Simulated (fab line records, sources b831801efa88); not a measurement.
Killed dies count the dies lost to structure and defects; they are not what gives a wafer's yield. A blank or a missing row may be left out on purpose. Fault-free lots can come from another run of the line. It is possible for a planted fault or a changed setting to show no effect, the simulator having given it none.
Chamber matching -- flow sky130 -- 3 sister chambers for SKY_CAPM_CVD_00 on pecvd-02
The step deposits SiO2, target thk 15.5 nm. 6 wafers are shown with their chamber, then 9 later ones without.

EACH WAFER AND ITS CHAMBER
wafer,chamber,heater-power-w (W)
L081.6,0,718
L086.3,1,815
L086.4,0,622
L087.1,1,847
L087.3,2,721
L087.6,2,740

WAFERS WHOSE CHAMBER IS MISSING
wafer,heater-power-w (W)
L090.2,672
L090.3,725
L090.5,667
L091.1,741
L091.3,853
L091.5,841
L093.1,852
L093.3,722
L093.5,842

WHICH CHAMBER EACH WENT THROUGH
wafer,from the rows above,in truth
L090.2,can't be placed: 0 or 2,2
L090.3,can't be placed: 2 or 0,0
L090.5,can't be placed: 0 or 2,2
L091.1,can't be placed: 2 or 0 or 1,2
L091.3,1,1
L091.5,1,1
L093.1,1,1
L093.3,can't be placed: 2 or 0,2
L093.5,1,1
Correct placement for 4 of the 9. Unplaceable from these rows: 5, with the true chamber sitting among the candidates in 5. Wrongly placed: 0.
How it was worked out, from the rows above alone: a wafer's distance from a chamber is the root of the sum, over the readings, of the square of ((its reading less the chamber's mean) divided by the reading's scatter). The wafer belongs to the nearest chamber; if the next one is less than 2 further off, it can't be placed. A chamber's mean is the mean of its shown wafers. How the scatter is found: for the shown wafers, subtract from each reading the mean of its chamber, square and add these, divide the total by (wafers less chambers), then take the root.
